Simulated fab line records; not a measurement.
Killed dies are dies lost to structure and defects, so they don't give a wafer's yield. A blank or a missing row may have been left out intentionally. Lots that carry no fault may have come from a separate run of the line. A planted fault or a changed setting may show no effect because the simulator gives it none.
fab line records	flow sfqLine
record: lots: 5	wafers: 27
route steps=325 shown R5@225 M6@262 M7@282 I7@296 M8@321
startH: hours from the record's opening day to when the first of the lot's shown wafers began	waitH: hours since the lot's step before	" as in the row above	L1.1+2: a row that stands for several wafers	- no value, or no start given	* or withheld: withheld	< > ~ a bound
route shown NAME@n: NAME is a module with steps in the file, n the number in the route of the first one	usual: mean/standard deviation of fault-free wafers	same: alike in all rows	chamber/n: place in a boat	sites: per-site readings	_std_site: their standard deviation	_edge_site: inner sites' mean taken away from outer sites' mean	radiusMm: how far each site lies from the wafer's centre	mask NAME#n: copy n	behind: the last tool/chamber to shape the wafer	hold: reason for holding the lot/hours on hold/outcome of the hold	device: transistor that didn't switch, given as n, p or np	end of line: the route-end tests of the same wafers	a step without rows: its recipe alone	killed: dies lost to structure and defects at the first sort, not the wafer's yield	map: per-die view of a wafer (x killed, . not killed, _ where there is no die)
set.NAME: the setting the step ran with; set.NAME@STEP: the setting that earlier step ran with	model.NAME: the simulator's own value behind a step, which no gauge read
lots run with intentionally changed settings; tables by step, rows by wafer
== steps ==
step: SFQ_TRILAYER_R5_ETCH_METAL_ETCH_139
recipe: stopOn: SiO2	maskMaterial: PR	chemistry: Cl2	targetDepthNm: 60	icpW: 600	biasW: 80	pressureMtorr: 10	timeS: 40
lot.wafer	tool	chamber	startH	waitH	set.timeS	model.etch.depthNm
L074.1+2+4+5+6	rieMetal-01	0,1,1,1,0	1184.16	0.0	40	-
L074.3	"	0	"	"	40	58.84
L077.1+3	rieMetal-01	1	1202.36	0.0	40	60
L077.4	"	0	"	"	40	59.9
L080.1+2	rieMetal-01	0,1	1223.96	0.0	40	-
L080.3	"	1	"	"	49.68	60
L080.4+6	"	0,1	"	"	49.68	-
L080.5	"	0	"	"	40	58.67
L081.1	rieMetal-04	0	1227.56	0.0	40	58.86
L081.2	"	1	"	"	33.28	49.37
L081.3	"	0	"	"	33.28	49.46
L081.4+5	"	1,0	"	"	40	-
L081.6	"	1	"	"	33.28	-
L085.1+2+3+4+6	rieMetal-02	0,1,1,0,0	1250.49	0.0	40	-
L085.5	"	1	"	"	40	60
step: SFQ_TRILAYER_M6_BARC_OPEN_METAL_ETCH_206
recipe: maskMaterial: PR	chemistry: O2	targetDepthNm: 125	target: BARC	icpW: 600	biasW: 80	pressureMtorr: 10	timeS: 41.7
usual: oesProductAu: 0.685/0.0049
lot.wafer	tool	chamber	startH	waitH	set.timeS	oesProductAu	model.KrF_of_TRILAYER_M6_LITHO_COAT_159.thkNm
L074.1	rieMetal-04	1	1446.84	0.0	41.7	0.685	521.7
L074.2	"	0	"	"	64	0.646	500.1
L074.3	"	0	"	"	64	0.643	497
L074.4	"	1	"	"	41.7	0.679	523.9
L074.5	"	1	"	"	64	0.634	498.1
L074.6	"	0	"	"	41.7	0.688	524.4
L077.1	rieMetal-02	1	1468.56	0.0	41.7	0.693	522.3
L077.3	"	1	"	"	41.7	0.686	522.2
L077.4	"	0	"	"	41.7	0.690	524.8
L080.1	rieMetal-02	0	1498.69	0.0	41.7	0.682	520.6
L080.2	"	1	"	"	41.7	0.689	522.1
L080.3	"	1	"	"	41.7	0.679	522.2
L080.4	"	0	"	"	41.7	0.681	521.7
L080.5	"	1	"	"	41.7	0.684	520.7
L080.6	"	0	"	"	41.7	0.678	522.8
L081.1	rieMetal-03	1	1501.09	0.0	19	1.011	548.1
L081.2	"	0	"	"	19	0.985	549.7
L081.3	"	1	"	"	19	1.012	547.7
L081.4	"	0	"	"	41.7	0.687	521.3
L081.5	"	0	"	"	41.7	0.690	520.3
L081.6	"	1	"	"	41.7	0.689	521
L085.1	rieMetal-02	1	1519.09	0.0	41.7	0.685	526
L085.2	"	0	"	"	41.7	0.689	525.7
L085.3	"	1	"	"	41.7	0.684	523.7
L085.4	"	0	"	"	41.7	0.679	525.6
L085.5	"	0	"	"	41.7	0.687	525.5
L085.6	"	1	"	"	41.7	0.684	523.9
step: SFQ_TRILAYER_M6_ETCH_METAL_ETCH_162
recipe: target: Nb	stopOn: SiO2	maskMaterial: PR	chemistry: Cl2/Ar	targetDepthNm: 240	icpW: 600	biasW: 80	pressureMtorr: 10	timeS: 120
lot.wafer	tool	chamber	startH	waitH	set.timeS@TRILAYER_M6_BARC_OPEN_METAL_ETCH_206	model.KrF_of_TRILAYER_M6_LITHO_COAT_159.thkNm
L074.1	rieMetal-04	1	1446.90	0.0	41.7	379.7
L074.2	"	0	"	"	64	360.5
L074.3	"	0	"	"	64	358.7
L074.4	"	1	"	"	41.7	383.7
L074.5	"	1	"	"	64	358
L074.6	"	0	"	"	41.7	385.8
L077.1	rieMetal-02	1	1468.62	0.0	41.7	378.9
L077.3	"	1	"	"	41.7	380.7
L077.4	"	0	"	"	41.7	385.1
L080.1	rieMetal-02	0	1498.75	0.0	41.7	381.8
L080.2	"	1	"	"	41.7	380.6
L080.3	"	1	"	"	41.7	380.3
L080.4	"	0	"	"	41.7	382.9
L080.5	"	1	"	"	41.7	380.1
L080.6	"	0	"	"	41.7	383.5
L081.1	rieMetal-03	1	1501.15	0.0	19	401.2
L081.2	"	0	"	"	19	408.1
L081.3	"	1	"	"	19	400.1
L081.4	"	0	"	"	41.7	380.1
L081.5	"	0	"	"	41.7	378.9
L081.6	"	1	"	"	41.7	373.9
L085.1	rieMetal-02	1	1519.15	0.0	41.7	385.3
L085.2	"	0	"	"	41.7	388.1
L085.3	"	1	"	"	41.7	383.2
L085.4	"	0	"	"	41.7	387.9
L085.5	"	0	"	"	41.7	387.8
L085.6	"	1	"	"	41.7	384.8
step: SFQ_TRILAYER_M7_DEP_SPUTTER_175
recipe: material: Nb	basePressurePa: 1.33e-06	chamberPressurePa: 0.1333	substrateTempC: 20	targetThkNm: 200	powerW: 2000	timeS: 133.3
lot.wafer	tool	chamber	startH	waitH	set.timeS	model.Nb_of_TRILAYER_M7_DEP_SPUTTER_175.thkNm
L074.1	pvdSputter-06	-	1576.59	0.0	133.3	197.3
L074.2	"	-	"	"	83.86	124.3
L074.3	"	-	"	"	133.3	199.8
L074.4+5	"	-	"	"	83.86	123.9
L074.6	"	-	"	"	133.3	198.4
L077.1	pvdSputter-04	-	1599.55	0.0	133.3	201.7
L077.3	"	-	"	"	133.3	202.7
L077.4	"	-	"	"	133.3	200.6
L080.1	pvdSputter-05	-	1622.35	0.0	182.1	270
L080.2	"	-	"	"	182.1	271.8
L080.3	"	-	"	"	133.3	197.2
L080.4	"	-	"	"	133.3	199.6
L080.5	"	-	"	"	133.3	197.3
L080.6	"	-	"	"	182.1	272.2
L081.1	pvdSputter-04	-	1624.75	0.0	133.3	195.7
L081.2	"	-	"	"	133.3	199.4
L081.3	"	-	"	"	133.3	197.1
L081.4	"	-	"	"	133.3	198.2
L081.5	"	-	"	"	133.3	195.3
L081.6	"	-	"	"	133.3	199.3
L085.1	pvdSputter-04	-	1641.56	0.0	133.3	201.2
L085.2	"	-	"	"	133.3	199
L085.3	"	-	"	"	192.6	288.7
L085.4	"	-	"	"	192.6	285
L085.5	"	-	"	"	133.3	201.6
L085.6	"	-	"	"	192.6	285.5
step: SFQ_M7_RS_MEAS_943
recipe: thkMeasGauge: four-point-probe	reads: Nb_of_TRILAYER_M7_DEP_SPUTTER_175
usual: M7_NB_RS: 0.893/0.01
lot.wafer	tool	chamber	startH	waitH	set.timeS@TRILAYER_M7_DEP_SPUTTER_175	M7_NB_RS[ohm/sq]
L074.1	filmMetro-03	-	1576.68	0.0	133.3	0.904
L074.2	"	-	"	"	83.86	1.444
L074.3	"	-	"	"	133.3	0.891
L074.4	"	-	"	"	83.86	1.446
L074.5	"	-	"	"	83.86	1.445
L074.6	"	-	"	"	133.3	0.900
L077.1	filmMetro-01	-	1599.64	0.0	133.3	0.883
L077.3	"	-	"	"	133.3	0.878
L077.4	"	-	"	"	133.3	0.886
L080.1	filmMetro-03	-	1622.45	0.1	182.1	0.658
L080.2	"	-	"	"	182.1	0.654
L080.3	"	-	"	"	133.3	0.902
L080.4	"	-	"	"	133.3	0.893
L080.5	"	-	"	"	133.3	0.901
L080.6	"	-	"	"	182.1	0.652
L081.1	filmMetro-01	-	1624.84	0.0	133.3	0.908
L081.2	"	-	"	"	133.3	0.892
L081.3	"	-	"	"	133.3	0.902
L081.4	"	-	"	"	133.3	0.895
L081.5	"	-	"	"	133.3	0.911
L081.6	"	-	"	"	133.3	0.892
L085.1	filmMetro-01	-	1641.65	0.0	133.3	0.882
L085.2	"	-	"	"	133.3	0.892
L085.3	"	-	"	"	192.6	0.613
L085.4	"	-	"	"	192.6	0.622
L085.5	"	-	"	"	133.3	0.883
L085.6	"	-	"	"	192.6	0.620
step: SFQ_TRILAYER_M7_LITHO_COAT_182
recipe: resist: BARC	spinRpm: 3000	resistThkNm: 62
step: SFQ_TRILAYER_M7_BARC_OPEN_METAL_ETCH_229
recipe: maskMaterial: PR	chemistry: O2	targetDepthNm: 125	target: BARC	icpW: 600	biasW: 80	pressureMtorr: 10	timeS: 41.7
step: SFQ_TRILAYER_M7_ETCH_METAL_ETCH_180
recipe: target: Nb	stopOn: SiO2	maskMaterial: PR	chemistry: Cl2/Ar	targetDepthNm: 240	icpW: 584.1	biasW: 80	pressureMtorr: 10	timeS: 120
usual: oesProductAu: 0.892/0.0076
lot.wafer	tool	chamber	startH	waitH	set.timeS@TRILAYER_M7_DEP_SPUTTER_175	oesProductAu
L074.1	rieMetal-01	1	1686.25	0.0	133.3	0.886
L074.2	"	0	"	"	83.86	0.700
L074.3	"	1	"	"	133.3	0.890
L074.4	"	0	"	"	83.86	0.685
L074.5	"	1	"	"	83.86	0.689
L074.6	"	0	"	"	133.3	0.888
L077.1	rieMetal-03	1	1712.86	0.1	133.3	0.899
L077.3	"	1	"	"	133.3	0.906
L077.4	"	1	"	"	133.3	0.892
L080.1	rieMetal-01	0	1729.60	0.0	182.1	0.987
L080.2	"	1	"	"	182.1	0.986
L080.3	"	1	"	"	133.3	0.880
L080.4	"	0	"	"	133.3	0.891
L080.5	"	1	"	"	133.3	0.890
L080.6	"	0	"	"	182.1	0.985
L081.1	rieMetal-01	0	1732.00	0.0	133.3	0.885
L081.2	"	1	"	"	133.3	0.891
L081.3	"	0	"	"	133.3	0.885
L081.4	"	1	"	"	133.3	0.890
L081.5	"	1	"	"	133.3	0.880
L081.6	"	0	"	"	133.3	0.898
L085.1	rieMetal-02	0	1749.38	0.0	133.3	0.901
L085.2	"	1	"	"	133.3	0.895
L085.3	"	1	"	"	192.6	0.984
L085.4	"	0	"	"	192.6	0.973
L085.5	"	0	"	"	133.3	0.893
L085.6	"	1	"	"	192.6	0.981
step: SFQ_TRILAYER_I7_DEP_PECVD_183
recipe: material: SiO2	tempC: 150	timeS: 111.11	pressureTorr: 2.4	rfW: 183.3	precursor: SiH4/N2O	targetThkNm: 500
lot.wafer	tool	chamber	startH	waitH	set.timeS	model.SiO2_of_TRILAYER_I7_DEP_PECVD_183.thkNm
L074.1	pecvd-03	2	1687.15	0.0	168	739.5
L074.2	"	1	"	"	111.11	501.5
L074.3	"	0	"	"	168	751.5
L074.4	"	1	"	"	168	765.5
L074.5	"	2	"	"	111.11	500.2
L074.6	"	0	"	"	111.11	500.8
L077.1	pecvd-04	0	1714.48	0.0	111.11	496.2
L077.3	"	2	"	"	111.11	484.9
L077.4	"	2	"	"	111.11	502.1
L080.1	pecvd-01	2	1730.50	0.0	111.11	489.8
L080.2	"	0	"	"	111.11	486.9
L080.3	"	1	"	"	111.11	487.9
L080.4	"	0	"	"	111.11	493.6
L080.5	"	1	"	"	111.11	493.5
L080.6	"	2	"	"	111.11	499.7
L081.1	pecvd-04	0	1732.91	0.0	111.11	493.1
L081.2	"	2	"	"	129.6	570.1
L081.3	"	2	"	"	111.11	503.7
L081.4	"	0	"	"	111.11	499.7
L081.5	"	2	"	"	129.6	577.9
L081.6	"	0	"	"	129.6	583.6
L085.1	pecvd-03	0	1750.28	0.0	111.11	499.8
L085.2	"	1	"	"	111.11	498.6
L085.3	"	2	"	"	111.11	496
L085.4	"	0	"	"	89.28	409.3
L085.5	"	1	"	"	89.28	411.9
L085.6	"	2	"	"	89.28	404.6
step: SFQ_TRILAYER_I7_CMP_CMP_184
recipe: material: SiO2	downForcePsi: 3	platenRpm: 60	padVelocityMS: 0.94248
usual: timeToEndpointS: 215/7.4
lot.wafer	tool	chamber	startH	waitH	set.timeS@TRILAYER_I7_DEP_PECVD_183	timeToEndpointS
L074.2	cmp-01	0	1687.23	0.0	111.11	214
L074.4	"	1	"	"	168	414
L074.3	"	2	"	"	168	415
L074.1	"	3	"	"	168	387
L074.6	"	0	"	"	111.11	210
L074.5	"	1	"	"	111.11	222
L077.3	cmp-02	2	1716.18	1.7	111.11	210
L077.1	"	3	"	"	111.11	211
L077.4	"	1	1717.68	3.1	111.11	207
L080.4	cmp-02	3	1731.96	1.4	111.11	209
L080.3	"	0	"	"	111.11	207
L080.1	"	1	"	"	111.11	211
L080.2	"	2	"	"	111.11	216
L080.5	"	3	"	"	111.11	207
L080.6	"	0	"	"	111.11	214
L081.2	cmp-02	1	1734.96	2.0	129.6	267
L081.3	"	2	"	"	111.11	227
L081.4	"	3	"	"	111.11	218
L081.1	"	0	"	"	111.11	216
L081.6	"	1	"	"	129.6	288
L081.5	"	2	"	"	129.6	289
L085.1	cmp-01	3	1750.96	0.6	111.11	218
L085.3	"	0	"	"	111.11	208
L085.4	"	1	"	"	89.28	151
L085.2	"	2	"	"	111.11	218
L085.6	"	3	"	"	89.28	146
L085.5	"	0	"	"	89.28	147
step: SFQ_TRILAYER_M8_DEP_EVAP_196
recipe: material: Au	angularSpreadDeg: 1	targetThkNm: 180	timeS: 900	powerW: 2000
lot.wafer	tool	chamber	startH	waitH	set.timeS	model.Au_of_TRILAYER_M8_DEP_EVAP_196.thkNm
L074.1	pvdSputter-01	-	1708.56	0.1	1322	265.4
L074.2	"	-	"	"	900	179.7
L074.3	"	-	"	"	900	183.1
L074.4	"	-	"	"	900	178.8
L074.5	"	-	"	"	1322	264.2
L074.6	"	-	"	"	1322	266.5
L077.1	pvdSputter-02	-	1819.27	0.1	900	180.8
L077.3	"	-	"	"	900	177.3
L077.4	"	-	"	"	900	179.4
L080.1	pvdSputter-01	-	1830.17	0.1	512.9	102.9
L080.2	"	-	"	"	900	182.4
L080.3	"	-	"	"	512.9	102.5
L080.4	"	-	"	"	900	181.7
L080.5	"	-	"	"	900	182.8
L080.6	"	-	"	"	512.9	105.2
L081.1	pvdSputter-02	-	1833.80	0.1	900	179.5
L081.2	"	-	"	"	900	182.3
L081.3+6	"	-	"	"	613.4	123.2
L081.4	"	-	"	"	900	181
L081.5	"	-	"	"	613.4	121.7
L085.1	pvdSputter-02	-	1845.80	0.1	1114	224.4
L085.2	"	-	"	"	1114	223.4
L085.3	"	-	"	"	900	179.1
L085.4	"	-	"	"	1114	224.6
L085.5	"	-	"	"	900	179.2
L085.6	"	-	"	"	900	180.5
step: SFQ_M8_RS_MEAS_949
recipe: thkMeasGauge: four-point-probe	reads: Au_of_TRILAYER_M8_DEP_EVAP_196+Pt_of_TRILAYER_M8_DEP_EVAP_198+Ti_of_TRILAYER_M8_DEP_EVAP_197
usual: M8_AU_RS: 0.1526/0.0012
lot.wafer	tool	chamber	startH	waitH	set.timeS@TRILAYER_M8_DEP_EVAP_196	M8_AU_RS[ohm/sq]
L074.1	filmMetro-03	-	1709.08	0.3	1322	0.1036
L074.2	"	-	"	"	900	0.1540
L074.3	"	-	"	"	900	0.1513
L074.4	"	-	"	"	900	0.1545
L074.5	"	-	"	"	1322	0.1041
L074.6	"	-	"	"	1322	0.1034
L077.1	filmMetro-02	-	1819.85	0.3	900	0.1528
L077.3	"	-	"	"	900	0.1554
L077.4	"	-	"	"	900	0.1537
L080.1	filmMetro-02	-	1830.68	0.3	512.9	0.2714
L080.2	"	-	"	"	900	0.1514
L080.3	"	-	"	"	512.9	0.2721
L080.4	"	-	"	"	900	0.1518
L080.5	"	-	"	"	900	0.1509
L080.6	"	-	"	"	512.9	0.2646
L081.1	filmMetro-04	-	1834.38	0.3	900	0.1540
L081.2	"	-	"	"	900	0.1514
L081.3	"	-	"	"	613.4	0.2253
L081.4	"	-	"	"	900	0.1527
L081.5	"	-	"	"	613.4	0.2282
L081.6	"	-	"	"	613.4	0.2258
L085.1	filmMetro-02	-	1846.38	0.3	1114	0.1227
L085.2	"	-	"	"	1114	0.1231
L085.3	"	-	"	"	900	0.1541
L085.4	"	-	"	"	1114	0.1224
L085.5	"	-	"	"	900	0.1543
L085.6	"	-	"	"	900	0.1529
step: SFQ_M8_THK_MEAS_950
recipe: thkMeasGauge: xrf	reads: Au_of_TRILAYER_M8_DEP_EVAP_196
usual: M8_AU_THK: 180.4/2.1
lot.wafer	tool	chamber	startH	waitH	set.timeS@TRILAYER_M8_DEP_EVAP_196	M8_AU_THK[nm]
L074.1	filmMetro-03	-	1709.20	0.1	1322	262.9
L074.2	"	-	"	"	900	178.3
L074.3	"	-	"	"	900	182.5
L074.4	"	-	"	"	900	178.3
L074.5	"	-	"	"	1322	262.0
L074.6	"	-	"	"	1322	264.6
L077.1	filmMetro-02	-	1819.97	0.1	900	179.5
L077.3	"	-	"	"	900	175.7
L077.4	"	-	"	"	900	178.1
L080.1	filmMetro-02	-	1830.80	0.1	512.9	102.6
L080.2	"	-	"	"	900	181.7
L080.3	"	-	"	"	512.9	102.3
L080.4	"	-	"	"	900	181.0
L080.5	"	-	"	"	900	181.9
L080.6	"	-	"	"	512.9	104.9
L081.1	filmMetro-04	-	1834.50	0.1	900	180.8
L081.2	"	-	"	"	900	183.9
L081.3	"	-	"	"	613.4	124.3
L081.4	"	-	"	"	900	182.0
L081.5	"	-	"	"	613.4	122.4
L081.6	"	-	"	"	613.4	124.2
L085.1	filmMetro-02	-	1846.50	0.1	1114	224.8
L085.2	"	-	"	"	1114	222.1
L085.3	"	-	"	"	900	178.8
L085.4	"	-	"	"	1114	223.9
L085.5	"	-	"	"	900	179.2
L085.6	"	-	"	"	900	179.6
step: SFQ_TRILAYER_M8_LIFTOFF_LIFTOFF_197
recipe: tempC: 80	timeS: 600	chemistry: NMP
step: SFQ_M8_BOW_MEAS_951
recipe: mode: bow
usual: M8_BOW: 4/11
lot.wafer	tool	chamber	startH	waitH	set.timeS@TRILAYER_M0_DEP_SPUTTER_019	M8_BOW[um]	model.etest.m0.ohmSq
L074.1	filmMetro-04	-	1709.43	0.0	172.7	-3	0.6882
L074.2	"	-	"	"	133.3	5	0.8851
L074.3	"	-	"	"	133.3	9	0.8852
L074.4	"	-	"	"	133.3	1	0.8922
L074.5	"	-	"	"	172.7	-3	0.6883
L074.6	"	-	"	"	172.7	-2	0.6841
L077.1	filmMetro-04	-	1820.21	0.0	133.3	0	0.8945
L077.3	"	-	"	"	133.3	7	0.8862
L077.4	"	-	"	"	133.3	-7	0.8865
L080.1	filmMetro-04	-	1831.06	0.0	158.7	15	0.7599
L080.2	"	-	"	"	133.3	6	0.9053
L080.3	"	-	"	"	133.3	19	0.89
L080.4	"	-	"	"	158.7	25	0.7441
L080.5	"	-	"	"	133.3	11	0.8895
L080.6	"	-	"	"	158.7	4	0.7623
L081.1	filmMetro-04	-	1834.73	0.0	133.3	18	0.8985
L081.2	"	-	"	"	133.3	12	0.8937
L081.3	"	-	"	"	133.3	12	0.8898
L081.4	"	-	"	"	191.7	11	0.621
L081.5	"	-	"	"	191.7	15	0.6162
L081.6	"	-	"	"	191.7	20	0.6193
L085.1	filmMetro-04	-	1846.73	0.0	165.8	-9	0.7108
L085.2	"	-	"	"	165.8	-10	0.7108
L085.3	"	-	"	"	133.3	-10	0.8913
L085.4	"	-	"	"	133.3	-15	0.8933
L085.5	"	-	"	"	133.3	-25	0.8975
L085.6	"	-	"	"	165.8	-19	0.7179
== key ==
split: step: SFQ_TRILAYER_R5_ETCH_METAL_ETCH_139	setting: timeS	stated: 40	by: wafer
response: step: SFQ_TRILAYER_R5_ETCH_METAL_ETCH_139	reading: model.etch.depthNm	shape: bent	atLowest: 49.42	atStated: 59.47	atHighest: 60
split: step: SFQ_TRILAYER_M6_BARC_OPEN_METAL_ETCH_206	setting: timeS	stated: 41.7	by: wafer
response: step: SFQ_TRILAYER_M6_BARC_OPEN_METAL_ETCH_206	reading: oesProductAu	shape: bent	atLowest: 1.003	atStated: 0.685	atHighest: 0.641
response: step: SFQ_TRILAYER_M6_BARC_OPEN_METAL_ETCH_206	reading: model.KrF_of_TRILAYER_M6_LITHO_COAT_159.thkNm	change: -0.488	per: 1%	r: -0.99
response: step: SFQ_TRILAYER_M6_ETCH_METAL_ETCH_162	reading: model.KrF_of_TRILAYER_M6_LITHO_COAT_159.thkNm	change: -0.458	per: 1%	r: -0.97
split: step: SFQ_TRILAYER_M7_DEP_SPUTTER_175	setting: timeS	stated: 133.3	by: wafer
response: step: SFQ_TRILAYER_M7_DEP_SPUTTER_175	reading: model.Nb_of_TRILAYER_M7_DEP_SPUTTER_175.thkNm	change: +1.97	per: 1%	r: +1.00
response: step: SFQ_M7_RS_MEAS_943	reading: M7_NB_RS	shape: bent	atLowest: 1.445	atStated: 0.894	atHighest: 0.618
response: step: SFQ_TRILAYER_M7_ETCH_METAL_ETCH_180	reading: oesProductAu	change: +0.00311	per: 1%	r: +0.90
split: step: SFQ_TRILAYER_I7_DEP_PECVD_183	setting: timeS	stated: 111.11	by: wafer
response: step: SFQ_TRILAYER_I7_DEP_PECVD_183	reading: model.SiO2_of_TRILAYER_I7_DEP_PECVD_183.thkNm	change: +4.85	per: 1%	r: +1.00
response: step: SFQ_TRILAYER_I7_CMP_CMP_184	reading: timeToEndpointS	change: *	per: 1%	r: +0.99
split: step: SFQ_TRILAYER_M8_DEP_EVAP_196	setting: timeS	stated: 900	by: wafer
response: step: SFQ_TRILAYER_M8_DEP_EVAP_196	reading: model.Au_of_TRILAYER_M8_DEP_EVAP_196.thkNm	change: +1.83	per: 1%	r: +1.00
response: step: SFQ_M8_RS_MEAS_949	reading: M8_AU_RS	change: -0.00186	per: 1%	r: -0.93
response: step: SFQ_M8_THK_MEAS_950	reading: M8_AU_THK	change: +1.81	per: 1%	r: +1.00
split outsideThisFile step=SFQ_TRILAYER_M0_DEP_SPUTTER_019 setting=timeS
split outsideThisFile: this setting was split too, and the file shows its column; the key of that split is in another file
